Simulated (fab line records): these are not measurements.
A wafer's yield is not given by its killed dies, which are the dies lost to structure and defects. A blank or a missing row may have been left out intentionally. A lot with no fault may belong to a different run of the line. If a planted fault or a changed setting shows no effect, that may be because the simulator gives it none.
Which tool was responsible? || flow sky130 || 14 lots, 42 wafers sampled, at 3 steps of a route of 708

WHAT EACH GAUGE READ, for each wafer
SKY_SD_N_OVL_MEAS_08.
{"lot": "L493", "measured": "day 27 19:59", "on": "overlay-02", "SD_N_OVL (nm)": "0.1 1.1 2.2"}
{"lot": "L496", "measured": "day 28 15:29", "on": "overlay-02", "SD_N_OVL (nm)": "0.0 -1.0 -1.0"}
{"lot": "L501", "measured": "day 31 04:55", "on": "overlay-01", "SD_N_OVL (nm)": "-0.2 1.3 0.2"}
{"lot": "L502", "measured": "day 31 09:34", "on": "overlay-01", "SD_N_OVL (nm)": "0.5 2.5 1.3"}
{"lot": "L506", "measured": "day 32 17:16", "on": "overlay-02", "SD_N_OVL (nm)": "-1.5 1.2 2.4"}
{"lot": "L507", "measured": "day 32 20:32", "on": "overlay-02", "SD_N_OVL (nm)": "0.6 1.6 -0.6"}
{"lot": "L508", "measured": "day 33 01:02", "on": "overlay-01", "SD_N_OVL (nm)": "0.2 0.4 0.4"}
{"lot": "L509", "measured": "day 33 14:14", "on": "overlay-01", "SD_N_OVL (nm)": "0.2 1.4 1.3"}
{"lot": "L510", "measured": "day 33 18:50", "on": "overlay-02", "SD_N_OVL (nm)": "-1.4 0.9 1.3"}
{"lot": "L511", "measured": "day 34 00:53", "on": "overlay-02", "SD_N_OVL (nm)": "0.6 3.6 1.1"}
{"lot": "L512", "measured": "day 34 06:10", "on": "overlay-02", "SD_N_OVL (nm)": "0.7 0.2 0.6"}
{"lot": "L514", "measured": "day 34 19:20", "on": "overlay-02", "SD_N_OVL (nm)": "-0.2 1.0 0.6"}
{"lot": "L515", "measured": "day 35 03:38", "on": "overlay-02", "SD_N_OVL (nm)": "2.3 2.0 0.4"}
{"lot": "L516", "measured": "day 35 07:31", "on": "overlay-01", "SD_N_OVL (nm)": "2.1 0.6 0.6"}

SKY_CONTACT_CD_MEAS_14: target cd 170 nm.
{"lot": "L493", "measured": "day 31 11:53", "on": "cd sem-01", "cd nm (nm)": "170.6 170.6 170.1"}
{"lot": "L496", "measured": "day 32 07:29", "on": "cd sem-02", "cd nm (nm)": "170.6 170.7 172.2"}
{"lot": "L501", "measured": "day 34 18:38", "on": "cd sem-01", "cd nm (nm)": "- - -"}
{"lot": "L502", "measured": "day 34 21:56", "on": "cd sem-01", "cd nm (nm)": "- - -"}
{"lot": "L506", "measured": "day 36 04:38", "on": "cd sem-02", "cd nm (nm)": "170.0 170.2 168.0"}
{"lot": "L507", "measured": "day 36 07:59", "on": "cd sem-02", "cd nm (nm)": "168.5 169.8 170.2"}
{"lot": "L508", "measured": "day 36 13:52", "on": "cd sem-01", "cd nm (nm)": "170.2 171.3 170.7"}
{"lot": "L509", "measured": "day 37 01:26", "on": "cd sem-02", "cd nm (nm)": "170.4 170.1 168.9"}
{"lot": "L510", "measured": "day 37 06:58", "on": "cd sem-02", "cd nm (nm)": "166.4 167.1 167.9"}
{"lot": "L511", "measured": "day 37 13:05", "on": "cd sem-01", "cd nm (nm)": "171.2 171.9 172.3"}
{"lot": "L512", "measured": "day 37 17:42", "on": "cd sem-02", "cd nm (nm)": "169.4 171.5 170.6"}
{"lot": "L514", "measured": "day 38 05:41", "on": "cd sem-02", "cd nm (nm)": "168.6 167.4 166.2"}
{"lot": "L515", "measured": "day 38 14:05", "on": "cd sem-01", "cd nm (nm)": "168.4 169.2 167.1"}
{"lot": "L516", "measured": "day 38 16:35", "on": "cd sem-01", "cd nm (nm)": "170.1 169.6 169.3"}

WHAT TOOL EACH LOT RAN ON (gives the tool, then ch and the chambers of the sampled wafers, and finally the start)
{"lot": "L493", "SKY_CONTACT_PEB_12": "litho track-04 ch 0, day 31 11:00"}
{"lot": "L496", "SKY_CONTACT_PEB_12": "litho track-04 ch 0, day 32 07:00"}
{"lot": "L501", "SKY_CONTACT_PEB_12": "litho track-01, day 34 18:00"}
{"lot": "L502", "SKY_CONTACT_PEB_12": "litho track-04, day 34 21:00"}
{"lot": "L506", "SKY_CONTACT_PEB_12": "litho track-01 ch 0, day 36 04:00"}
{"lot": "L507", "SKY_CONTACT_PEB_12": "litho track-04 ch 0, day 36 07:00"}
{"lot": "L508", "SKY_CONTACT_PEB_12": "litho track-02 ch 0, day 36 13:00"}
{"lot": "L509", "SKY_CONTACT_PEB_12": "litho track-01 ch 0, day 37 01:00"}
{"lot": "L510", "SKY_CONTACT_PEB_12": "litho track-01 ch 0, day 37 06:00"}
{"lot": "L511", "SKY_CONTACT_PEB_12": "litho track-02 ch 0, day 37 12:00"}
{"lot": "L512", "SKY_CONTACT_PEB_12": "litho track-02 ch 0, day 37 17:00"}
{"lot": "L514", "SKY_CONTACT_PEB_12": "litho track-04 ch 0, day 38 05:00"}
{"lot": "L515", "SKY_CONTACT_PEB_12": "litho track-02 ch 0, day 38 13:00"}
{"lot": "L516", "SKY_CONTACT_PEB_12": "litho track-04 ch 0, day 38 16:00"}
- SKY_CONTACT_PEB_12

WHAT THE TOOLS THEMSELVES READ (means of the sampled wafers that have a number; where no wafer has one, the mark that the record gives instead)
SKY_CONTACT_PEB_12.
{"lot": "L493", "tool": "litho track-04", "exhaust pa (Pa)": 44.8}
{"lot": "L496", "tool": "litho track-04", "exhaust pa (Pa)": 45.3}
{"lot": "L501", "tool": "litho track-01", "exhaust pa (Pa)": "-"}
{"lot": "L502", "tool": "litho track-04", "exhaust pa (Pa)": "-"}
{"lot": "L506", "tool": "litho track-01", "exhaust pa (Pa)": 45.7}
{"lot": "L507", "tool": "litho track-04", "exhaust pa (Pa)": 44.7}
{"lot": "L508", "tool": "litho track-02", "exhaust pa (Pa)": 45.0}
{"lot": "L509", "tool": "litho track-01", "exhaust pa (Pa)": 44.9}
{"lot": "L510", "tool": "litho track-01", "exhaust pa (Pa)": 45.3}
{"lot": "L511", "tool": "litho track-02", "exhaust pa (Pa)": 45.0}
{"lot": "L512", "tool": "litho track-02", "exhaust pa (Pa)": 44.2}
{"lot": "L514", "tool": "litho track-04", "exhaust pa (Pa)": 44.7}
{"lot": "L515", "tool": "litho track-02", "exhaust pa (Pa)": 43.9}
{"lot": "L516", "tool": "litho track-04", "exhaust pa (Pa)": 44.5}

THE ANSWER, worked out from the rows above alone
Rule: what is usual is taken from the lots themselves. The widest of any qualifying gaps counts: lots, ordered by their means at a reading, are off when they make up no more than a third of the lots, leave a main group of 4 or more, and stand apart from it by 3 or more times the standard deviation of that group's means. The tables above print the reading to a certain number of digits; a main group whose means all agree to those digits is not used. A lot without any number at a reading at which 4 lots or more have one is off too. The other lots that the step has rows for count as sound. First the gauges in route order, then the tools' own readings, where a lot's mean is used as printed above. The first step at which some lot is off is used, and at that step the reading that is off furthest; a lot without a number counts as furthest.
Off: L501, L502 (SKY_CONTACT_CD_MEAS_14, cd nm). Without a number there: L501, L502. Mean 169.6 nm and standard deviation 1.4 in the main group.
A tool fits if, at a process step before that reading, it ran every lot that is off, and no sound lot after the first of them. Not tried: the gauges at SKY_CONTACT_CD_MEAS_14; whatever is off there is also off at SKY_CONTACT_PEB_12, on other tools, and gauge error can't account for it. Not one of the candidates tried fits.

WHAT WAS PUT IN BY THE SIMULATOR
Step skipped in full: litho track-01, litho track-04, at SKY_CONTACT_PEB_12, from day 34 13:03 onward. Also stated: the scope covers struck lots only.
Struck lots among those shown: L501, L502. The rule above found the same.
